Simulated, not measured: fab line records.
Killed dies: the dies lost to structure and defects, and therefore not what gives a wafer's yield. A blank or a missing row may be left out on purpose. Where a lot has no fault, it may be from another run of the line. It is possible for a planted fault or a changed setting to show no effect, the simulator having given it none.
Matching of chambers + flow sky130 + rie-diel-03 running SKY_VIA3_ETCH_14: 4 sister chambers
The step etches BARC in N2/H2, stops on SiO2, time 45.9 s, target depth 60 nm. 8 wafers are shown with their chamber, then 9 later ones without.

## WAFERS PAIRED WITH THEIR CHAMBERS
| wafer  | chamber | drypump-motor-current-A (A) | throttle-valve-pct (%) |
|--------|---------|-----------------------------|------------------------|
| L079.6 | 0       | 6.8                         | 13.221                 |
| L080.5 | 3       | 5.6                         | 13.227                 |
| L083.3 | 0       | 6.8                         | 13.225                 |
| L083.4 | 2       | 5.6                         | 13.235                 |
| L083.5 | 1       | 5.7                         | 13.231                 |
| L086.1 | 3       | 5.6                         | 13.225                 |
| L086.2 | 1       | 5.8                         | 13.226                 |
| L086.3 | 2       | 5.5                         | 13.229                 |

## WAFERS WITHOUT THEIR CHAMBER
| wafer  | drypump-motor-current-A (A) | throttle-valve-pct (%) |
|--------|-----------------------------|------------------------|
| L086.4 | 6.8                         | 13.210                 |
| L086.5 | 5.8                         | 13.229                 |
| L086.6 | 5.5                         | 13.210                 |
| L090.1 | 5.6                         | 13.241                 |
| L090.2 | 6.8                         | 13.237                 |
| L090.5 | 5.6                         | 13.228                 |
| L096.2 | 6.8                         | 13.233                 |
| L096.3 | 5.6                         | 13.219                 |
| L096.5 | 5.8                         | 13.219                 |

## CHAMBER TAKEN BY EACH
| wafer  | from the rows above          | in truth |
|--------|------------------------------|----------|
| L086.4 | 0                            | 0        |
| L086.5 | 1                            | 1        |
| L086.6 | can't be placed: 3 or 2      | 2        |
| L090.1 | can't be placed: 2 or 3 or 1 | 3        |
| L090.2 | 0                            | 0        |
| L090.5 | can't be placed: 3 or 2      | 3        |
| L096.2 | 0                            | 0        |
| L096.3 | 3                            | 3        |
| L096.5 | can't be placed: 1 or 3      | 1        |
Correctly placed: 5 of 9. Unplaceable from these rows: 4, with the true chamber sitting among the candidates in 4. 0 placed wrongly.
How it was worked out, from the rows above alone: a wafer's distance from a chamber is the root of the sum, over the readings, of the square of ((its reading less the chamber's mean) divided by the reading's scatter). The wafer belongs to the nearest chamber; if the next one is less than 2 further off, it can't be placed. Each chamber's mean is taken over the wafers shown for it. The scatter is the square root of a quotient: the sum, over the shown wafers, of each reading's squared deviation from its chamber's mean, divided by wafers minus chambers.
